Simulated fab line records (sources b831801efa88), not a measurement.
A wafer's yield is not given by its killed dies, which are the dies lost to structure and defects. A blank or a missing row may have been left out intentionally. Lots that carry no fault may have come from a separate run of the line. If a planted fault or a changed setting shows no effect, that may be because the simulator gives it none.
fab line records | flow gf180mcu
record lots=24 wafers=72 last-day=34
route steps=602 shown M2@365 V3@450 V4@490 MIM@509 TOP_METAL@568
lots that met no fault: taken from a fault-free run of the same line
start-h: start of the lot's first displayed wafer, in hours after the record's first day | wait-h: hours from the lot's prior step to this one | " the same as in the row above | L1.1+2: one row covering several wafers at once | - either no value or no given start | * or withheld: withheld | < > ~ a bound
route shown NAME@n: a module of which the file shows steps, and the number in the route of the first | usual: mean/standard deviation of fault-free wafers | same: alike in all rows | chamber/n: place in a boat | sites: per-site readings | _std_site: standard deviation across them | _edge_site: the outer-site mean with the inner-site mean subtracted | radius-mm: for every site, how far away it sits from the centre of the wafer | mask NAME#n: copy n | behind: the tool/chamber that last shaped the wafer | hold: why the lot was held/for how many hours/how that ended | device: which transistor (n, p or np) failed to switch | end of line: tests of these same wafers at the route's end | step lacking rows: just its recipe | killed: count of dies lost to structure and defects at first sort (not the wafer's yield) | map: a wafer's dies, marking killed ones x, the rest . and places with no die _
set.NAME: the setting the step ran with; set.NAME@STEP: the setting that earlier step ran with | model.NAME: the simulator's own value behind a step, which no gauge read
the route's steps for a sample of lots (tables are steps, rows are wafers)
services: when a tool's chamber went out of use (start-h, in hours from the record's first day, below 0 if earlier), for how many hours, and the reason
## steps
# step GF_M2_SPUTTER_03
# recipe material=Ti target-thk-nm=10 substrate-temp-c=300 chamber-pressure-pa=0.3 power-w=2921 time-s=6.7
# usual throttle-valve-pct=30.1/1.1
# columns lot.wafer tool chamber start-h wait-h throttle-valve-pct
L074.2 pvd-sputter-03 - 417.93 0.0 31.5
L074.3 " - " " 28.9
L074.6 " - " " 28.7
L075.3 pvd-sputter-03 - 425.41 0.0 28.9
L075.4 " - " " 30.9
L075.5 " - " " 30.7
L076.2 pvd-sputter-01 - 430.48 0.0 30.1
L076.3 " - " " 31.6
L076.6 " - " " 31.8
L077.1 pvd-sputter-02 - 438.62 0.0 30.7
L077.3 " - " " 29.6
L077.6 " - " " 28.2
L078.1 pvd-sputter-02 - 450.88 0.0 28.3
L078.3 " - " " 31.2
L078.4 " - " " 30.4
L079.1 pvd-sputter-01 - 460.61 0.0 30.3
L079.3 " - " " 31.6
L079.6 " - " " 30.5
L081.2 pvd-sputter-02 - 479.83 0.0 28.4
L081.3 " - " " 30.5
L081.6 " - " " 30.6
L080.1 pvd-sputter-01 - 485.02 0.0 30.1
L080.3 " - " " 29.6
L080.6 " - " " 30.1
L082.1 pvd-sputter-01 - 489.33 0.0 30.1
L082.3 " - " " 31.6
L082.4 " - " " 29.8
L083.4 pvd-sputter-02 - 489.64 0.0 28.2
L083.5 " - " " 30.6
L083.6 " - " " 28.2
L084.1 pvd-sputter-02 - 504.07 0.0 28.4
L084.2 " - " " 31.3
L084.3 " - " " 28.8
L085.3 pvd-sputter-03 - 513.80 0.0 28.9
L085.4 " - " " 30.9
L085.6 " - " " 30.6
L086.2 pvd-sputter-03 - 516.49 0.0 30.8
L086.5 " - " " 31.3
L086.6 " - " " 30.7
L087.1 pvd-sputter-01 - 532.18 0.0 30.5
L087.3 " - " " 29.9
L087.4 " - " " 31.9
L088.2 pvd-sputter-01 - 541.04 0.0 29.7
L088.4 " - " " 31.4
L088.6 " - " " 30.1
L089.3 pvd-sputter-01 - 546.26 0.0 31.7
L089.4 " - " " 30.0
L089.6 " - " " 30.3
L090.1 pvd-sputter-02 - 550.79 0.0 28.5
L090.5 " - " " 29.5
L090.6 " - " " 28.3
L091.1 pvd-sputter-02 - 561.71 0.0 28.1
L091.3 " - " " 31.3
L091.4 " - " " 29.4
L092.1 pvd-sputter-02 - 567.80 0.0 30.3
L092.2 " - " " 31.4
L092.4 " - " " 29.2
L093.1 pvd-sputter-02 - 579.64 0.0 29.5
L093.3 " - " " 28.2
L093.6 " - " " 31.3
L094.3 pvd-sputter-03 - 598.77 0.0 31.5
L094.4 " - " " 30.8
L094.6 " - " " 31.4
L095.1 pvd-sputter-03 - 601.88 0.0 31.5
L095.3 " - " " 28.9
L095.6 " - " " 30.9
L096.2 pvd-sputter-01 - 608.45 0.0 31.8
L096.3 " - " " 30.2
L096.4 " - " " 29.8
L097.3 pvd-sputter-01 - 610.90 0.0 30.5
L097.4 " - " " 31.7
L097.5 " - " " 30.6
# step GF_V3_SPUTTER_21
# recipe material=Ti target-thk-nm=15 chamber-pressure-pa=5 power-w=2500 substrate-temp-c=200 time-s=80.02
# usual throttle-valve-pct=29.6/0.95
# columns lot.wafer tool chamber start-h wait-h throttle-valve-pct
L074.2 pvd-sputter-02 - 518.46 0.0 31.4
L074.3 " - " " 29.1
L074.6 " - " " 28.5
L075.3 pvd-sputter-04 - 526.49 0.0 29.0
L075.4 " - " " 29.7
L075.5 " - " " 29.0
L076.2 pvd-sputter-04 - 532.98 0.0 29.2
L076.3 " - " " 29.1
L076.6 " - " " 29.3
L077.1 pvd-sputter-04 - 537.98 0.0 29.4
L077.3 " - " " 28.9
L077.6 " - " " 28.8
L078.1 pvd-sputter-02 - 549.61 0.0 31.4
L078.3 " - " " 29.6
L078.4 " - " " 28.5
L079.1 pvd-sputter-03 - 563.01 0.0 30.9
L079.3 " - " " 28.9
L079.6 " - " " 28.6
L081.2 pvd-sputter-03 - 577.24 0.0 29.2
L081.3 " - " " 31.5
L081.6 " - " " 28.6
L080.1 pvd-sputter-03 - 596.75 0.0 29.3
L080.3 " - " " 28.9
L080.6 " - " " 28.9
L082.1 pvd-sputter-02 - 597.95 0.0 30.6
L082.3 " - " " 29.2
L082.4 " - " " 31.1
L083.4 pvd-sputter-02 - 598.21 0.0 29.3
L083.5 " - " " 28.7
L083.6 " - " " 29.2
L084.1 pvd-sputter-03 - 602.08 0.0 30.9
L084.2 " - " " 29.0
L084.3 " - " " 31.6
L085.3 pvd-sputter-04 - 613.47 0.0 29.5
L085.4 " - " " 29.4
L085.6 " - " " 29.4
L086.2 pvd-sputter-03 - 617.88 0.0 28.5
L086.5 " - " " 31.5
L086.6 " - " " 29.0
L087.1 pvd-sputter-02 - 624.76 0.0 29.5
L087.3 " - " " 28.6
L087.4 " - " " 31.1
L088.2 pvd-sputter-03 - 641.00 0.0 28.8
L088.4 " - " " 30.7
L088.6 " - " " 31.4
L089.3 pvd-sputter-04 - 642.89 0.0 29.2
L089.4 " - " " 29.1
L089.6 " - " " 29.3
L090.1 pvd-sputter-04 - 644.33 0.0 29.0
L090.5 " - " " 29.4
L090.6 " - " " 29.0
L091.1 pvd-sputter-03 - 656.63 0.0 28.6
L091.3 " - " " 30.7
L091.4 " - " " 29.0
L092.1 pvd-sputter-04 - 662.33 0.0 29.5
L092.2 " - " " 29.5
L092.4 " - " " 29.4
L093.1 pvd-sputter-04 - 668.16 0.0 29.7
L093.3 " - " " 29.3
L093.6 " - " " 29.3
L094.3 pvd-sputter-02 - 678.98 0.0 30.4
L094.4 " - " " 29.2
L094.6 " - " " 30.6
L095.1 pvd-sputter-03 - 685.72 0.0 31.5
L095.3 " - " " 29.0
L095.6 " - " " 30.7
L096.2 pvd-sputter-04 - 692.13 0.0 28.8
L096.3 " - " " 29.7
L096.4 " - " " 29.5
L097.3 pvd-sputter-04 - 693.83 0.0 29.0
L097.4 " - " " 28.7
L097.5 " - " " 29.2
# step GF_V4_CD_MEAS_14
# recipe target-cd-nm=260
# usual cd-nm=259.9/1.4
# columns lot.wafer tool chamber start-h wait-h cd-nm
L074.2 cd-sem-02 - 567.45 0.1 258.5
L074.3 " - " " 259.2
L074.6 " - " " 259.2
L075.3 cd-sem-01 - 573.91 0.1 262.9
L075.4 " - " " 261.6
L075.5 " - " " 261.2
L076.2 cd-sem-01 - 595.40 14.9 261.3
L076.3 " - " " 260.7
L076.6 " - " " 259.6
L077.1 cd-sem-01 - 596.94 12.4 260.1
L077.3 " - " " 258.6
L077.6 " - " " 259.2
L078.1 cd-sem-01 - 601.02 7.9 258.3
L078.3 " - " " 258.7
L078.4 " - " " 257.2
L079.1 cd-sem-01 - 615.22 0.1 259.7
L079.3 " - " " 259.6
L079.6 " - " " 258.8
L081.2 cd-sem-01 - 623.54 0.1 260.8
L081.3 " - " " 259.6
L081.6 " - " " 259.3
L080.1 cd-sem-02 - 632.41 0.1 260.9
L080.3 " - " " 260.4
L080.6 " - " " 259.7
L082.1 cd-sem-02 - 636.27 0.1 262.0
L082.3 " - " " 262.3
L082.4 " - " " 262.1
L083.4 cd-sem-02 - 637.94 0.1 262.2
L083.5 " - " " 261.9
L083.6 " - " " 261.5
L084.1 cd-sem-01 - 644.68 0.1 260.3
L084.2 " - " " 260.7
L084.3 " - " " 260.8
L085.3 cd-sem-02 - 656.20 0.1 258.7
L085.4 " - " " 259.6
L085.6 " - " " 259.2
L086.2 cd-sem-02 - 660.65 0.1 261.6
L086.5 " - " " 260.9
L086.6 " - " " 260.4
L087.1 cd-sem-02 - 666.42 0.1 257.3
L087.3 " - " " 257.5
L087.4 " - " " 257.8
L088.2 cd-sem-02 - 681.60 0.1 258.6
L088.4 " - " " 258.7
L088.6 " - " " 259.1
L089.3 cd-sem-02 - 685.31 0.1 258.8
L089.4 " - " " 257.7
L089.6 " - " " 259.4
L090.1 cd-sem-01 - 686.63 0.1 258.4
L090.5 " - " " 258.5
L090.6 " - " " 259.8
L091.1 cd-sem-02 - 695.33 0.1 260.7
L091.3 " - " " 259.1
L091.4 " - " " 259.4
L092.1 cd-sem-01 - 701.91 0.1 259.6
L092.2 " - " " 258.7
L092.4 " - " " 258.9
L093.1 cd-sem-02 - 706.97 0.1 258.8
L093.3 " - " " 259.5
L093.6 " - " " 259.5
L094.3 cd-sem-02 - 717.05 0.1 263.0
L094.4 " - " " 262.0
L094.6 " - " " 262.1
L095.1 cd-sem-02 - 724.48 0.1 259.9
L095.3 " - " " 260.1
L095.6 " - " " 261.2
L096.2 cd-sem-02 - 731.65 0.1 259.0
L096.3 " - " " 259.3
L096.4 " - " " 260.2
L097.3 cd-sem-01 - 732.86 0.1 259.4
L097.4 " - " " 258.6
L097.5 " - " " 259.0
# step GF_MIM_THK_MEAS_06
# recipe reads=Si3N4_of_MIM_CVD_05
# usual MIM_CVD_05_THK=42.0/0.51
# columns lot.wafer tool chamber start-h wait-h MIM_CVD_05_THK[nm]
L074.2 film-metro-02 - 569.23 0.0 42.5
L074.3 " - " " 41.8
L074.6 " - " " 42.1
L075.3 film-metro-04 - 575.69 0.0 41.8
L075.4 " - " " 43.2
L075.5 " - " " 42.7
L076.2 film-metro-01 - 597.26 0.0 41.6
L076.3 " - " " 41.4
L076.6 " - " " 42.3
L077.1 film-metro-02 - 598.74 0.0 41.9
L077.3 " - " " 41.3
L077.6 " - " " 42.4
L078.1 film-metro-04 - 602.97 0.0 41.2
L078.3 " - " " 41.0
L078.4 " - " " 42.3
L079.1 film-metro-02 - 617.00 0.0 41.6
L079.3 " - " " 42.1
L079.6 " - " " 42.4
L081.2 film-metro-01 - 625.35 0.0 41.8
L081.3 " - " " 41.6
L081.6 " - " " 42.3
L080.1 film-metro-02 - 634.17 0.0 41.7
L080.3 " - " " 41.2
L080.6 " - " " 42.4
L082.1 film-metro-01 - 638.03 0.0 42.2
L082.3 " - " " 41.5
L082.4 " - " " 42.6
L083.4 film-metro-01 - 639.67 0.0 42.0
L083.5 " - " " 42.2
L083.6 " - " " 41.8
L084.1 film-metro-02 - 646.44 0.0 40.9
L084.2 " - " " 40.8
L084.3 " - " " 41.4
L085.3 film-metro-02 - 657.97 0.0 41.3
L085.4 " - " " 41.5
L085.6 " - " " 41.9
L086.2 film-metro-02 - 662.43 0.0 41.2
L086.5 " - " " 41.8
L086.6 " - " " 42.1
L087.1 film-metro-01 - 668.43 0.0 42.0
L087.3 " - " " 41.6
L087.4 " - " " 42.5
L088.2 film-metro-04 - 683.38 0.0 41.6
L088.4 " - " " 42.7
L088.6 " - " " 42.7
L089.3 film-metro-04 - 687.05 0.0 40.9
L089.4 " - " " 42.3
L089.6 " - " " 41.7
L090.1 film-metro-04 - 688.51 0.0 41.6
L090.5 " - " " 42.6
L090.6 " - " " 42.0
L091.1 film-metro-02 - 697.13 0.0 41.4
L091.3 " - " " 42.0
L091.4 " - " " 42.3
L092.1 film-metro-02 - 703.68 0.0 42.2
L092.2 " - " " 42.4
L092.4 " - " " 42.2
L093.1 film-metro-02 - 708.73 0.0 41.2
L093.3 " - " " 42.1
L093.6 " - " " 41.7
L094.3 film-metro-02 - 718.79 0.0 41.9
L094.4 " - " " 42.4
L094.6 " - " " 42.4
L095.1 film-metro-01 - 726.32 0.0 42.4
L095.3 " - " " 42.5
L095.6 " - " " 43.1
L096.2 film-metro-01 - 733.40 0.0 41.9
L096.3 " - " " 42.0
L096.4 " - " " 42.6
L097.3 film-metro-04 - 734.60 0.0 42.1
L097.4 " - " " 42.5
L097.5 " - " " 43.3
# step GF_MIM_THK_MEAS_11
# recipe thk-meas-gauge=xrf reads=AlCu_of_MIM_SPUTTER_08
# usual MIM_ALCU_THK=199.3/1.9
# columns lot.wafer tool chamber start-h wait-h MIM_ALCU_THK[nm]
L074.2 film-metro-01 - 569.51 0.1 201.5
L074.3 " - " " 201.0
L074.6 " - " " 203.1
L075.3 film-metro-02 - 575.96 0.1 194.7
L075.4 " - " " 195.8
L075.5 " - " " 198.1
L076.2 film-metro-04 - 597.54 0.1 199.8
L076.3 " - " " 198.7
L076.6 " - " " 198.6
L077.1 film-metro-01 - 599.08 0.1 202.4
L077.3 " - " " 197.9
L077.6 " - " " 198.7
L078.1 film-metro-04 - 603.25 0.1 203.0
L078.3 " - " " 202.0
L078.4 " - " " 201.6
L079.1 film-metro-01 - 617.28 0.1 197.6
L079.3 " - " " 197.8
L079.6 " - " " 199.5
L081.2 film-metro-04 - 625.63 0.1 205.8
L081.3 " - " " 203.9
L081.6 " - " " 201.6
L080.1 film-metro-04 - 634.45 0.1 199.7
L080.3 " - " " 200.2
L080.6 " - " " 196.9
L082.1 film-metro-02 - 638.31 0.1 198.0
L082.3 " - " " 198.8
L082.4 " - " " 196.9
L083.4 film-metro-04 - 639.95 0.1 200.4
L083.5 " - " " 199.1
L083.6 " - " " 198.2
L084.1 film-metro-01 - 646.72 0.1 200.3
L084.2 " - " " 199.2
L084.3 " - " " 200.6
L085.3 film-metro-02 - 658.25 0.1 199.4
L085.4 " - " " 200.1
L085.6 " - " " 198.4
L086.2 film-metro-02 - 662.71 0.1 198.0
L086.5 " - " " 197.6
L086.6 " - " " 198.2
L087.1 film-metro-04 - 668.71 0.1 197.0
L087.3 " - " " 199.5
L087.4 " - " " 198.8
L088.2 film-metro-01 - 683.66 0.1 201.2
L088.4 " - " " 199.2
L088.6 " - " " 199.5
L089.3 film-metro-02 - 687.35 0.1 200.0
L089.4 " - " " 197.2
L089.6 " - " " 197.7
L090.1 film-metro-02 - 688.79 0.1 198.9
L090.5 " - " " 198.1
L090.6 " - " " 200.1
L091.1 film-metro-01 - 697.42 0.1 198.4
L091.3 " - " " 200.1
L091.4 " - " " 199.1
L092.1 film-metro-01 - 703.98 0.1 201.5
L092.2 " - " " 201.2
L092.4 " - " " 199.6
L093.1 film-metro-02 - 709.01 0.1 196.5
L093.3 " - " " 197.6
L093.6 " - " " 199.3
L094.3 film-metro-01 - 719.07 0.1 201.4
L094.4 " - " " 202.5
L094.6 " - " " 201.2
L095.1 film-metro-01 - 726.60 0.1 199.3
L095.3 " - " " 201.1
L095.6 " - " " 200.6
L096.2 film-metro-02 - 733.68 0.1 195.7
L096.3 " - " " 196.4
L096.4 " - " " 199.6
L097.3 film-metro-02 - 734.88 0.1 197.9
L097.4 " - " " 196.3
L097.5 " - " " 197.8
# step GF_TOP_METAL_SPUTTER_01
# recipe material=TiN target-thk-nm=30 power-w=6500 time-s=25 chamber-pressure-pa=0.4
# usual throttle-valve-pct=30.0/1.1
# columns lot.wafer tool chamber start-h wait-h throttle-valve-pct
L074.2 pvd-sputter-02 - 627.02 0.1 30.5
L074.3 " - " " 29.5
L074.6 " - " " 31.5
L075.3 pvd-sputter-03 - 627.37 0.1 31.3
L075.4 " - " " 28.6
L075.5 " - " " 30.8
L076.2 pvd-sputter-02 - 652.80 0.1 28.4
L076.3 " - " " 31.2
L076.6 " - " " 29.3
L077.1 pvd-sputter-02 - 659.08 0.1 30.7
L077.3 " - " " 29.5
L077.6 " - " " 30.3
L078.1 pvd-sputter-02 - 667.07 0.1 29.2
L078.3 " - " " 30.4
L078.4 " - " " 30.7
L079.1 pvd-sputter-02 - 680.20 0.1 29.4
L079.3 " - " " 31.2
L079.6 " - " " 31.3
L081.2 pvd-sputter-02 - 688.65 0.1 29.5
L081.3 " - " " 28.2
L081.6 " - " " 28.4
L080.1 pvd-sputter-01 - 695.73 0.1 31.7
L080.3 " - " " 30.0
L080.6 " - " " 30.2
L082.1 pvd-sputter-01 - 699.67 0.1 30.0
L082.3 " - " " 30.0
L082.4 " - " " 31.6
L083.4 pvd-sputter-02 - 700.79 0.1 31.2
L083.5 " - " " 31.3
L083.6 " - " " 29.5
L084.1 pvd-sputter-03 - 707.40 0.1 31.5
L084.2 " - " " 30.7
L084.3 " - " " 28.9
L085.3 pvd-sputter-03 - 716.51 0.1 31.4
L085.4 " - " " 30.7
L085.6 " - " " 29.0
L086.2 pvd-sputter-01 - 721.67 0.1 30.0
L086.5 " - " " 31.4
L086.6 " - " " 30.1
L087.1 pvd-sputter-02 - 728.02 0.1 29.2
L087.3 " - " " 30.5
L087.4 " - " " 31.4
L088.2 pvd-sputter-02 - 741.51 0.1 31.1
L088.4 " - " " 29.1
L088.6 " - " " 29.2
L089.3 pvd-sputter-03 - 745.20 0.1 31.5
L089.4 " - " " 28.9
L089.6 " - " " 30.7
L090.1 pvd-sputter-03 - 746.40 0.1 31.3
L090.5 " - " " 30.8
L090.6 " - " " 31.6
L091.1 pvd-sputter-01 - 753.08 0.1 31.6
L091.3 " - " " 29.7
L091.4 " - " " 30.5
L092.1 pvd-sputter-01 - 759.72 0.1 31.6
L092.2 " - " " 30.4
L092.4 " - " " 29.9
L093.1 pvd-sputter-03 - 766.06 0.1 28.8
L093.3 " - " " 29.0
L093.6 " - " " 31.3
L094.3 pvd-sputter-03 - 772.78 0.1 28.5
L094.4 " - " " 31.5
L094.6 " - " " 28.9
L095.1 pvd-sputter-01 - 780.91 0.1 31.8
L095.3 " - " " 30.3
L095.6 " - " " 29.8
L096.2 pvd-sputter-03 - 787.05 0.1 28.9
L096.3 " - " " 31.2
L096.4 " - " " 28.8
L097.3 pvd-sputter-02 - 787.70 0.1 29.5
L097.4 " - " " 28.4
L097.5 " - " " 28.4
## services
# columns tool chamber start-h hours kind
pvd-sputter-03 - 431.58 5.1 repair
pvd-sputter-03 - 434.67 1.9 repair
pvd-sputter-03 2 473.84 - consumable-replace:kit
pvd-sputter-03 2 473.84 18.0 scheduled-down
pvd-sputter-03 2 473.84 18.0 vent-cycle
pvd-sputter-02 0 489.70 - consumable-replace:kit
pvd-sputter-02 0 489.70 18.0 scheduled-down
pvd-sputter-02 0 489.70 18.0 vent-cycle
pvd-sputter-02 - 508.38 1.9 repair
pvd-sputter-03 - 508.66 1.7 repair
pvd-sputter-04 - 528.02 3.0 repair
pvd-sputter-04 - 600.02 10.3 repair
pvd-sputter-01 - 649.69 4.1 repair
pvd-sputter-02 3 653.78 - consumable-replace:kit
pvd-sputter-02 3 653.78 18.0 scheduled-down
pvd-sputter-02 3 653.78 18.0 vent-cycle
pvd-sputter-03 - 707.64 1.4 repair
pvd-sputter-02 - 713.70 7.1 repair
pvd-sputter-03 - 738.66 1.6 repair
pvd-sputter-04 - 741.98 3.2 repair
pvd-sputter-02 2 748.82 - consumable-replace:kit
pvd-sputter-02 2 748.82 18.0 scheduled-down
pvd-sputter-02 2 748.82 18.0 vent-cycle
pvd-sputter-01 - 769.75 4.5 repair
## key
fault none
